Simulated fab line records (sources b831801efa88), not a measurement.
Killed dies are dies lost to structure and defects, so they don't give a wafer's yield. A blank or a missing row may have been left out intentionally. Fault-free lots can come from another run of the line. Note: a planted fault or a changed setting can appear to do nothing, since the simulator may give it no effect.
fab line records	flow sky130
record lots=12	wafers=36	lastDay=50
route steps=708 shown CONTACT@423 METAL3@568 VIA3@587 VIA4@641 PAD_OPEN@708
lots that met no fault: from a run of the same line without faults
startH: hours from the record's opening day to when the first of the lot's shown wafers began	waitH: hours from the lot's prior step to this one	" identical to the entry in the row above	L1.1+2: a row that stands for several wafers	- no value present, or no start provided	* or withheld: withheld	< > ~ a bound
route shown NAME@n: NAME is a module with steps in the file, n the number in the route of the first one	usual: average and standard deviation across the fault-free wafers	same: alike in all rows	chamber/n: place in a boat	sites: per-site readings	_std_site: how widely they spread, as a standard deviation	_edge_site: outer sites' mean less inner sites'	radiusMm: for every site, how far away it sits from the centre of the wafer	mask NAME#n: copy n	behind: the tool/chamber that last shaped the wafer	hold: why the lot went on hold/how many hours it stayed there/how the hold came to an end	device: the n, p or np transistor that did not switch	end of line: the same wafers' tests at the end of the route	a step with no rows: only its recipe	killed: the dies lost at the first sort to structure and to defects; this is not the yield of the wafer	map: a wafer's dies, marking killed ones x, the rest . and places with no die _
set.NAME: setting as actually run; set.NAME@STEP: the setting as run at that earlier step	model.NAME: the simulator's own value behind a step, which no gauge read
route steps across a sampled set of lots; one table per step, one row per wafer
services: the hour from which a tool's chamber was out of use, counted from the record's first day as startH (under 0 if before that day), plus the number of hours and why
## steps
# step SKY_CONTACT_ETCH_17
# recipe target=SiO2	chemistry=C4F8/O2/Ar	stopOn=Si3N4	maskMaterial=KrF-thick	sourceW=1500	biasW=1200	pressureMtorr=40	c4f8FlowSccm=withheld	O2_flow_sccm=6	Ar_flow_sccm=300	timeS=withheld	targetDepthA=3400
# usual oesProductAu=0.892/0.0048	rfFwdPowerW=1486/6.6
lot.wafer	tool	chamber	startH	waitH	oesProductAu	rfFwdPowerW
L817.1	rieDiel-01	2	732.09	0.0	0.896	1492
L817.2	"	0	"	"	0.894	1479
L817.5	"	2	"	"	0.892	1490
L818.2	rieDiel-03	0	741.21	0.0	0.896	1489
L818.3	"	1	"	"	0.892	1492
L818.6	"	0	"	"	0.894	1493
L819.1	rieDiel-04	2	748.24	0.0	0.888	1472
L819.5	"	3	"	"	0.891	1493
L819.6	"	2	"	"	0.885	1479
L823.1	rieDiel-01	1	796.49	0.0	0.894	1480
L823.3	"	3	"	"	0.897	1484
L823.5	"	2	"	"	0.894	1486
L824.1	rieDiel-01	0	816.86	0.0	0.893	1485
L824.2	"	2	"	"	0.896	1489
L824.4	"	3	"	"	0.894	1484
L829.1	rieDiel-01	0	836.86	0.0	0.889	1489
L829.3	"	3	"	"	0.903	1491
L829.5	"	3	"	"	0.895	1480
L831.1	rieDiel-04	3	848.19	0.0	0.895	1490
L831.2	"	0	"	"	0.890	1491
L831.5	"	0	"	"	0.899	1498
L833.1	rieDiel-04	0	865.64	0.0	0.879	1494
L833.2	"	2	"	"	0.891	1472
L833.4	"	3	"	"	0.888	1494
L834.2	rieDiel-03	2	871.14	0.0	0.897	1485
L834.4	"	0	"	"	0.891	1484
L834.6	"	1	"	"	0.897	1494
L835.2	rieDiel-03	3	877.26	0.0	0.887	1488
L835.3	"	0	"	"	0.898	1481
L835.4	"	2	"	"	0.890	1489
L836.3	rieDiel-03	3	881.86	0.0	0.892	1479
L836.4	"	1	"	"	0.895	1491
L836.5	"	0	"	"	0.892	1477
L838.1	rieDiel-03	0	893.89	0.0	0.880	1487
L838.4	"	2	"	"	0.890	1492
L838.5	"	1	"	"	0.895	1494
# step SKY_METAL3_METAL_ETCH_18
# recipe targetDepthA=8450	stopOn=SiO2	overEtchFrac=0.3	timeS=183.1	chemistry=Cl2/BCl3	resistSidewallDeg=88	pressureMtorr=10	icpW=900	biasW=48.5	Cl2_flow_sccm=60	bcl3FlowSccm=30
# usual drypumpMotorCurrentA=5.7/0.48	oesProductAu=0.864/0.0056	rfFwdPowerW=897.3/2.5	throttleValvePct=22.265/0.0099
lot.wafer	tool	chamber	startH	waitH	drypumpMotorCurrentA	oesProductAu	rfFwdPowerW	rfHoursCounterH	throttleValvePct
L817.1	rieMetal-04	1	899.82	0.0	6.5	0.878	897.2	5	22.256
L817.2	"	1	"	"	6.5	0.869	894.9	-	22.267
L817.5	"	1	"	"	6.5	0.867	893.4	-	22.271
L818.2	rieMetal-03	1	908.33	0.0	5.1	0.865	898.8	12	22.258
L818.3	"	0	"	"	5.8	0.870	900.4	-	22.253
L818.6	"	0	"	"	5.8	0.867	895.8	-	22.268
L819.1	rieMetal-03	0	913.47	0.0	5.8	0.861	894.8	8	22.260
L819.5	"	1	"	"	5.1	0.862	896.4	-	22.260
L819.6	"	0	"	"	5.8	0.860	894.8	-	22.247
L823.1	rieMetal-03	0	958.23	0.0	5.8	0.861	891.9	10	22.269
L823.3	"	0	"	"	5.8	0.858	893.9	-	22.268
L823.5	"	0	"	"	5.8	0.862	898.5	-	22.257
L824.1	rieMetal-03	1	973.74	0.0	5.1	0.865	898.0	15	22.250
L824.2	"	0	"	"	5.8	0.866	894.9	11	22.265
L824.4	"	0	"	"	5.8	0.869	897.0	-	22.264
L829.1	rieMetal-03	0	995.10	0.0	5.8	0.860	898.2	12	22.269
L829.3	"	1	"	"	5.1	0.858	900.1	-	22.262
L829.5	"	0	"	"	5.8	0.859	898.6	-	22.259
L831.1	rieMetal-04	0	1001.95	0.0	5.7	0.867	895.2	4	22.264
L831.2	"	1	"	"	6.5	0.865	898.5	10	22.273
L831.5	"	1	"	"	6.5	0.864	900.4	-	22.274
L833.1	rieMetal-03	1	1019.02	0.0	5.1	0.864	898.1	18	22.267
L833.2	"	0	"	"	5.8	0.870	894.9	13	22.271
L833.4	"	0	"	"	5.8	0.851	898.1	-	22.263
L834.2	rieMetal-04	0	1037.48	0.0	5.7	0.857	898.1	6	22.269
L834.4	"	0	"	"	5.7	0.868	897.8	-	22.271
L834.6	"	0	"	"	5.7	0.864	900.0	-	22.258
L835.2	rieMetal-02	0	1039.95	0.0	6.2	0.863	894.5	15	22.264
L835.3	"	1	"	"	5.4	0.854	902.1	-	22.238
L835.4	"	0	"	"	6.1	0.854	895.5	-	22.272
L836.3	rieMetal-03	1	1040.63	0.1	5.1	0.863	894.3	-	22.267
L836.4	"	0	"	"	5.8	0.860	894.9	-	22.259
L836.5	"	1	"	"	5.1	0.866	895.4	-	22.279
L838.1	rieMetal-02	1	1042.95	0.0	5.4	0.873	898.2	17	22.267
L838.4	"	0	"	"	6.1	0.873	900.2	-	22.279
L838.5	"	1	"	"	5.3	0.860	897.5	-	22.274
# step SKY_VIA3_ETCH_14
# recipe chemistry=N2/H2	target=BARC	ionEnergyEv=200	sourceW=500	biasW=100	pressureMtorr=30	n2FlowSccm=100	h2FlowSccm=200	stopOn=SiO2	timeS=45.9	targetDepthA=600
# usual drypumpMotorCurrentA=5.7/0.36	oesProductAu=0.854/0.0049	rfFwdPowerW=494.4/2.4	throttleValvePct=13.225/0.008
lot.wafer	tool	chamber	startH	waitH	drypumpMotorCurrentA	oesProductAu	rfFwdPowerW	rfHoursCounterH	throttleValvePct
L817.1	rieDiel-03	2	926.35	0.0	5.7	0.855	494.0	16	13.222
L817.2	"	1	"	"	6.2	0.868	493.6	9	13.213
L817.5	"	2	"	"	5.7	0.862	496.3	-	13.225
L818.2	rieDiel-01	0	934.13	0.0	5.7	0.857	495.3	8	13.209
L818.3	"	2	"	"	6.0	0.856	498.3	16	13.230
L818.6	"	2	"	"	6.0	0.860	495.6	-	13.218
L819.1	rieDiel-01	0	939.48	0.0	5.7	0.848	496.2	8	13.224
L819.5	"	1	"	"	5.8	0.851	495.9	-	13.219
L819.6	"	0	"	"	5.7	0.851	493.4	-	13.242
L823.1	rieDiel-03	0	991.20	0.0	6.2	0.849	491.8	12	13.221
L823.3	"	3	"	"	5.7	0.861	490.9	19	13.227
L823.5	"	3	"	"	5.8	0.858	490.3	-	13.228
L824.1	rieDiel-01	2	999.25	0.0	6.0	0.854	493.3	18	13.235
L824.2	"	0	"	"	5.7	0.859	492.6	11	13.239
L824.4	"	0	"	"	5.7	0.850	492.6	-	13.230
L829.1	rieDiel-01	2	1019.05	0.0	6.0	0.860	495.3	19	13.233
L829.3	"	3	"	"	5.6	0.846	492.0	13	13.219
L829.5	"	1	"	"	5.8	0.853	498.3	-	13.224
L831.1	rieDiel-04	3	1026.30	0.0	5.1	0.854	496.5	21	13.231
L831.2	"	1	"	"	5.5	0.856	493.7	14	13.216
L831.5	"	1	"	"	5.5	0.854	496.0	-	13.222
L833.1	rieDiel-04	1	1043.63	0.0	5.5	0.859	498.3	15	13.220
L833.2	"	0	"	"	5.0	0.862	493.2	13	13.231
L833.4	"	2	"	"	6.1	0.855	491.2	19	13.223
L834.2	rieDiel-04	3	1061.28	0.0	5.1	0.851	494.5	22	13.217
L834.4	"	2	"	"	6.1	0.854	493.5	20	13.206
L834.6	"	2	"	"	6.1	0.860	491.4	-	13.232
L835.2	rieDiel-03	2	1063.70	0.0	5.7	0.864	493.9	21	13.235
L835.3	"	0	"	"	6.2	0.850	492.1	14	13.224
L835.4	"	1	"	"	6.2	0.859	496.6	13	13.237
L836.3	rieDiel-03	2	1064.28	0.0	5.7	0.850	495.5	21	13.235
L836.4	"	1	"	"	6.2	0.861	496.8	13	13.235
L836.5	"	0	"	"	6.2	0.857	489.2	-	13.212
L838.1	rieDiel-01	1	1066.90	0.0	5.8	0.856	495.2	24	13.240
L838.4	"	0	"	"	5.7	0.848	494.2	13	13.237
L838.5	"	1	"	"	5.8	0.848	497.0	-	13.240
# step SKY_VIA4_CMP_02
# recipe material=SiO2	downForcePsi=4	platenRpm=60	padVelocityMS=0.94248
# usual motorCurrentA=11.7/1.6	slurryFilterDpKPa=13.50/0.13
lot.wafer	tool	chamber	startH	waitH	motorCurrentA	slurryFilterDpKPa
L817.2	cmp-01	3	974.68	0.1	11.8	13.53
L817.1	"	1	"	"	9.9	13.59
L817.5	"	3	"	"	12.6	13.81
L818.2	cmp-01	2	984.98	0.1	8.5	13.42
L818.3	"	0	"	"	14.3	13.43
L818.6	"	1	"	"	10.3	13.42
L819.1	cmp-02	0	988.94	0.1	9.9	13.32
L819.6	"	2	"	"	13.2	13.41
L819.5	"	3	"	"	11.5	13.53
L823.3	cmp-01	0	1040.30	0.0	13.8	13.42
L823.1	"	1	"	"	10.2	13.60
L823.5	"	1	"	"	10.9	13.47
L824.2	cmp-02	1	1047.93	0.1	12.0	13.58
L824.4	"	2	"	"	13.5	13.59
L824.1	"	3	"	"	11.3	13.42
L829.3	cmp-02	3	1068.32	0.0	11.4	13.41
L829.1	"	1	"	"	12.4	13.59
L829.5	"	0	"	"	10.3	13.34
L831.1	cmp-02	3	1072.84	0.4	11.5	13.49
L831.2	"	0	"	"	9.9	13.72
L831.5	"	1	"	"	13.7	13.30
L833.4	cmp-02	0	1089.93	0.0	10.2	13.41
L833.1	"	1	"	"	13.2	13.71
L833.2	"	3	"	"	11.6	13.53
L834.4	cmp-02	0	1105.23	0.0	10.0	13.45
L834.2	"	1	"	"	12.7	13.36
L834.6	"	0	"	"	10.4	13.57
L835.3	cmp-02	2	1108.13	0.0	12.7	13.29
L835.2	"	0	"	"	9.6	13.46
L835.4	"	1	"	"	13.1	13.59
L836.3	cmp-02	0	1109.51	0.1	10.3	13.41
L836.4	"	2	"	"	13.4	13.50
L836.5	"	0	"	"	9.9	13.54
L838.1	cmp-01	3	1112.02	0.2	12.1	13.40
L838.4	"	0	"	"	13.8	13.76
L838.5	"	3	"	"	12.7	13.49
# step SKY_PAD_OPEN_PROBE_99
# usual killed_at_M0_to_M3=44/6	killed_at_M4_up=3.3/2.1	killedAtContacts=25/5.5	killedAtFrontEnd=15/4.3	killedAtOther=0.2/0.41	killedDies=88/9.1	killedOpen=48/6.6	killedShort=39/6.7
# same grossDies=492	killedAtBackSide=0
lot.wafer	tool	chamber	startH	waitH	killed_at_M0_to_M3	killed_at_M4_up	killedAtContacts	killedAtFrontEnd	killedAtOther	killedDies	killedOpen	killedShort
L824.1	prober-01	-	1135.88	0.1	47	5	59	13	0	124	42	46
L824.2	prober-01	-	1135.93	0.1	51	5	71	16	0	143	48	43
L824.4	prober-01	-	1136.03	0.2	53	2	79	13	0	147	44	46
L829.1	prober-02	-	1153.32	0.1	40	1	64	11	0	116	39	38
L829.3	prober-02	-	1153.42	0.2	47	7	81	12	0	147	50	38
L829.5	prober-02	-	1153.52	0.2	37	4	69	22	0	132	45	35
# killed by level:class
L824.1 CONTACT:unspecified=36 CONTACT:geometricParticle:short=11 VIA1:geometricParticle:open=9 METAL2:geometricParticle:short=7 CONTACT:geometricParticle:open=6 METAL1:geometricParticle:short=6 VIA3:geometricParticle:open=5 VIA2:geometricParticle:open=5
L824.2 CONTACT:unspecified=52 VIA1:geometricParticle:open=11 VIA2:geometricParticle:open=7 CONTACT:geometricParticle:open=6 METAL1:geometricParticle:short=6 VIA2:geometricParticle:short=6 VIA3:geometricParticle:open=6 CONTACT:geometricParticle:short=4
L824.4 CONTACT:unspecified=56 CONTACT:geometricParticle:open=11 METAL2:geometricParticle:short=10 VIA1:geometricParticle:open=9 METAL1:geometricParticle:short=8 VIA2:geometricParticle:open=6 POLY_GATE:geometricParticle:short=5 CONTACT:geometricParticle:short=5
L829.1 CONTACT:unspecified=39 CONTACT:geometricParticle:open=10 VIA1:geometricParticle:open=7 VIA3:geometricParticle:open=7 VIA1:geometricParticle:short=6 LI_CONTACT:geometricParticle:short=5 CONTACT:geometricParticle:short=5 METAL2:geometricParticle:short=5
L829.3 CONTACT:unspecified=59 VIA1:geometricParticle:open=10 CONTACT:geometricParticle:open=9 VIA2:geometricParticle:open=9 POLY_GATE:geometricParticle:open=7 METAL1:geometricParticle:short=6 VIA3:geometricParticle:short=6 LI_CONTACT:geometricParticle:open=5
L829.5 CONTACT:unspecified=52 VIA2:geometricParticle:open=8 FIELD_ISO:geometricParticle:short=7 CONTACT:geometricParticle:open=7 VIA1:geometricParticle:open=6 LI_CONTACT:geometricParticle:open=6 FIELD_ISO:geometricParticle:open=5 POLY_GATE:geometricParticle:short=5
## services
tool	chamber	startH	hours	kind
rieDiel-03	-	708.13	0.3	repair
rieDiel-01	2	721.83	3.8	repair
cmp-02	-	744.00	4.0	pm
cmp-02	-	771.41	3.8	repair
rieDiel-03	-	827.23	15.6	pm
rieMetal-03	-	836.44	1.1	repair
rieDiel-03	1	853.16	3.9	repair
cmp-02	-	855.98	0.7	repair
rieDiel-04	0	870.78	6.5	repair
rieDiel-01	3	890.51	11.8	repair
rieDiel-01	-	929.51	2.8	pm
rieDiel-03	0	930.68	2.7	repair
cmp-02	-	962.55	4.4	pm
rieMetal-03	-	971.97	0.5	repair
cmp-02	-	973.63	6.0	pm
rieDiel-03	1	989.94	2.1	repair
rieDiel-01	3	993.68	5.6	repair
cmp-02	-	1000.58	3.7	repair
rieDiel-01	2	1002.50	4.6	repair
rieDiel-03	1	1044.98	3.5	repair
rieDiel-03	0	1045.85	3.9	repair
rieDiel-03	1	1072.13	7.4	repair
cmp-02	-	1084.00	4.0	pm
rieDiel-03	3	1111.69	14.2	repair
## key
firstSign step=SKY_PAD_OPEN_PROBE_99	reading=killedAtContacts	direction=up	sigmas=8.2	usual=25	struck=70
effect step=SKY_PAD_OPEN_PROBE_99	reading=killedDies	direction=up	sigmas=5.2	usual=88	struck=135
metAt SKY_CONTACT_ETCH_17
struckLots L824,L829
testerLeftOut L824,L829
notActingAt SKY_METAL3_METAL_ETCH_18,SKY_VIA3_ETCH_14,SKY_VIA4_CMP_02
onsetBetween 796.49 816.86
fault kind=chamberParticleSource	tool=rieDiel-01	chamber=-	onsetH=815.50	steps=SKY_CONTACT_ETCH_17	ratePerVisitCm2=0.87615	endH=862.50
# testerLeftOut: of these lots the tester's yield and bins aren't shown, on N5 and GAA mostly nor the transistor test; their killed dies are dies lost to structure and defects alone, not to doping, threshold or leakage, so they don't give the yield
